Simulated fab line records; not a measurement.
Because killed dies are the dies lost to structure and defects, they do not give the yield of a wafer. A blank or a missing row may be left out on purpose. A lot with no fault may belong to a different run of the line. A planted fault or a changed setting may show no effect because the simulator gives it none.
What tool caused it? ; flow sky130 ; Sampling: 11 lots, 33 wafers, 5 of 708 route steps

== WHAT THE GAUGES READ, wafer by wafer ==
The record lacks any reading of a measuring or inspecting step that a usual standard deviation could be used to judge.

== EACH LOT AND THE TOOL THAT RAN IT (in order: tool; ch and the chambers of the sampled wafers; start) ==
lot;SKY_METAL2_SPUTTER_03;SKY_METAL2_ETCH_18;SKY_VIA2_SOFTBAKE_08;SKY_VIA2_ETCH_14;SKY_PAD_OPEN_PROBE_99
L195;pvd_sputter-03, day 35 03:01;rie_metal-01 ch 0,1, day 36 05:39;litho_track-04 ch 0, day 36 20:00;rie_diel-03 ch 1,2,3, day 37 08:40;-
L196;pvd_sputter-02, day 35 06:25;rie_metal-04 ch 0,1, day 36 08:40;litho_track-04 ch 0, day 36 22:00;rie_diel-04 ch 0,1, day 37 11:58;prober-02, day 46 18:47
L197;pvd_sputter-03, day 35 13:26;rie_metal-01 ch 0,1, day 36 15:56;litho_track-03 ch 0, day 37 05:00;rie_diel-04 ch 0,1,3, day 37 19:52;-
L198;pvd_sputter-03, day 36 00:08;rie_metal-03 ch 1, day 37 01:37;litho_track-04 ch 0, day 37 15:00;rie_diel-03 ch 0,1,3, day 38 04:58;-
L200;pvd_sputter-03, day 36 20:50;rie_metal-03 ch 0, day 37 22:52;litho_track-04 ch 0, day 38 12:00;rie_diel-04 ch 1,2, day 39 01:43;-
L211;pvd_sputter-02, day 40 02:25;rie_metal-04 ch 0,1, day 41 04:05;litho_track-03 ch 0, day 41 16:00;rie_diel-01 ch 0,1,2, day 42 05:59;-
L212;pvd_sputter-04, day 40 07:15;rie_metal-01 ch 0,1, day 41 08:31;litho_track-04 ch 0, day 41 21:00;rie_diel-03 ch 0,2, day 42 09:22;-
L213;pvd_sputter-02, day 40 14:24;rie_metal-03 ch 0,1, day 41 16:00;litho_track-04 ch 0, day 42 06:00;rie_diel-04 ch 0,1,2, day 42 17:25;-
L214;pvd_sputter-03, day 40 23:08;rie_metal-01 ch 1, day 41 23:11;litho_track-03 ch 0, day 42 12:00;rie_diel-03 ch 0,1,2, day 42 23:50;prober-01, day 50 21:31
L215;pvd_sputter-02, day 41 06:49;rie_metal-04 ch 0,1, day 42 07:39;litho_track-03 ch 0, day 42 20:00;rie_diel-03 ch 2,3, day 43 08:58;-
L216;pvd_sputter-03, day 41 11:35;rie_metal-04 ch 0,1, day 42 11:32;litho_track-04 ch 0, day 43 01:00;rie_diel-03 ch 1,2,3, day 43 12:13;-
- SKY_METAL2_SPUTTER_03: material Ti, target thk 5 nm, time 3.3 s.
- SKY_METAL2_ETCH_18: etches BARC in N2/H2, stops on SiO2, time 45.9 s, target depth 60 nm.
- SKY_VIA2_SOFTBAKE_08: time 90 s.
- SKY_VIA2_ETCH_14: etches BARC in N2/H2, stops on SiO2, time 45.9 s, target depth 60 nm.
- SKY_PAD_OPEN_PROBE_99

== WHAT THE TOOLS THEMSELVES READ (means of the sampled wafers that have a number; where no wafer has one, the mark that the record gives instead) ==
SKY_METAL2_SPUTTER_03. Usual: throttle_valve_pct reads 30.1 % (standard deviation 1).
lot;tool;throttle_valve_pct (%);flag
L195;pvd_sputter-03;30.4;
L196;pvd_sputter-02;30.1;
L197;pvd_sputter-03;30.9;
L198;pvd_sputter-03;29.9;
L200;pvd_sputter-03;29.7;
L211;pvd_sputter-02;29.3;
L212;pvd_sputter-04;30.0;
L213;pvd_sputter-02;29.5;
L214;pvd_sputter-03;30.0;
L215;pvd_sputter-02;29.5;
L216;pvd_sputter-03;30.5;

SKY_METAL2_ETCH_18. Usual: bias_w 100.05 W, standard deviation 0.27; drypump_motor_current_A 5.9 A, standard deviation 0.42; h2_flow_sccm 200.0 sccm, standard deviation 0.55; oes_product_au 0.854 a.u., standard deviation 0.0043; throttle_valve_pct 13.226 %, standard deviation 0.0099.
lot;tool;bias_w (W);drypump_motor_current_A (A);h2_flow_sccm (sccm);oes_product_au (a.u.);throttle_valve_pct (%);flag
L195;rie_metal-01;99.93;6.2;200.1;0.851;13.232;
L196;rie_metal-04;100.08;5.8;199.9;0.852;13.226;
L197;rie_metal-01;99.97;6.2;199.9;0.856;13.219;
L198;rie_metal-03;100.44;6.2;199.8;0.859;13.228;
L200;rie_metal-03;100.00;5.7;199.8;0.853;13.219;
L211;rie_metal-04;99.96;5.8;200.6;0.856;13.241;
L212;rie_metal-01;100.10;6.2;199.9;0.847;13.225;
L213;rie_metal-03;99.77;5.8;199.8;0.852;13.240;
L214;rie_metal-01;100.54;5.4;200.2;0.856;13.223;
L215;rie_metal-04;100.08;5.8;199.9;0.856;13.225;
L216;rie_metal-04;99.92;5.9;199.6;0.854;13.225;

SKY_VIA2_SOFTBAKE_08. Usual: heater_power_total_W 57.36 W, standard deviation 0.12; run_length_s 119.20 s, standard deviation 0.12.
lot;tool;heater_power_total_W (W);run_length_s (s);flag
L195;litho_track-04;57.33;119.23;
L196;litho_track-04;57.32;119.30;
L197;litho_track-03;57.19;119.30;
L198;litho_track-04;61.96;100.59;OFF
L200;litho_track-04;61.89;100.57;OFF
L211;litho_track-03;57.35;119.25;
L212;litho_track-04;57.24;119.22;
L213;litho_track-04;57.25;119.27;
L214;litho_track-03;57.31;119.20;
L215;litho_track-03;57.44;119.22;
L216;litho_track-04;57.42;119.18;

SKY_VIA2_ETCH_14. Usual: bias_w 99.99 W, standard deviation 0.26; drypump_motor_current_A 5.6 A, standard deviation 0.41; h2_flow_sccm 199.9 sccm, standard deviation 0.55; oes_product_au 0.854 a.u., standard deviation 0.0046; throttle_valve_pct 13.224 %, standard deviation 0.0094.
lot;tool;bias_w (W);drypump_motor_current_A (A);h2_flow_sccm (sccm);oes_product_au (a.u.);throttle_valve_pct (%);flag
L195;rie_diel-03;99.91;5.5;200.2;0.854;13.219;
L196;rie_diel-04;100.16;5.9;199.7;0.856;13.228;
L197;rie_diel-04;99.97;6.0;199.9;0.857;13.220;
L198;rie_diel-03;100.02;5.2;199.5;0.857;13.217;
L200;rie_diel-04;99.95;5.9;199.8;0.852;13.219;
L211;rie_diel-01;99.99;5.8;200.3;0.854;13.227;
L212;rie_diel-03;100.04;5.6;200.5;0.854;13.222;
L213;rie_diel-04;99.88;5.9;200.4;0.854;13.219;
L214;rie_diel-03;99.89;5.3;200.1;0.851;13.230;
L215;rie_diel-03;99.72;5.8;199.6;0.848;13.231;
L216;rie_diel-03;100.18;5.5;199.4;0.854;13.228;

SKY_PAD_OPEN_PROBE_99. Usual: defect_limited_yield 82.6 %, standard deviation 1.9; killed_at_M0_to_M3 43, standard deviation 5.9; killed_at_M4_up 2.9, standard deviation 1.5; killed_at_contacts 24, standard deviation 5; killed_at_front_end 15, standard deviation 4.8; killed_at_other 0.2, standard deviation 0.5; killed_dies 86, standard deviation 9.3; killed_open 47, standard deviation 7.1; killed_short 38, standard deviation 6.3; sort_bin_3_pad_short 0.8 %, standard deviation 0.42; sort_bin_5_function 10.2 %, standard deviation 1.4; sort_bin_6_memory 6.4 %, standard deviation 1.1; sort_n_pass 406, standard deviation 9.3; sort_yield_pct 82.6 %, standard deviation 1.9.
lot;tool;defect_limited_yield (%);killed_at_M0_to_M3;killed_at_M4_up;killed_at_contacts;killed_at_front_end;killed_at_other;killed_dies;killed_open;killed_short;sort_bin_3_pad_short (%);sort_bin_5_function (%);sort_bin_6_memory (%);sort_n_pass;sort_yield_pct (%);flag
L196;prober-02;81.7;49;2.3;26;12;0.3;90;45;45;0.9;11.1;6.2;402;81.7;
L214;prober-01;84.1;42;3.0;18;15;0.0;78;41;37;0.9;9.3;5.8;414;84.1;

== THE ANSWER, worked out from the rows above alone ==
Rule: a lot is off if the mean of its wafers that have a number lies more than 3 standard deviations from the usual mean. A lot without any number at a reading at which 4 lots or more have one is off too. Any other lot the step has rows for is counted as sound. Order of review: gauges by route order, followed by the tools' own readings, for which a lot's mean as printed above is used. The first step at which some lot is off is used, and at that step the reading that is off furthest; a lot without a number counts as furthest.
Off, at SKY_VIA2_SOFTBAKE_08 on run_length_s: L198, L200.
If a tool, at that step or one of the process steps before it, ran each lot that is off and ran no sound lot following the first of them, it fits. None of those tried fits.

== WHAT WAS PUT IN BY THE SIMULATOR ==
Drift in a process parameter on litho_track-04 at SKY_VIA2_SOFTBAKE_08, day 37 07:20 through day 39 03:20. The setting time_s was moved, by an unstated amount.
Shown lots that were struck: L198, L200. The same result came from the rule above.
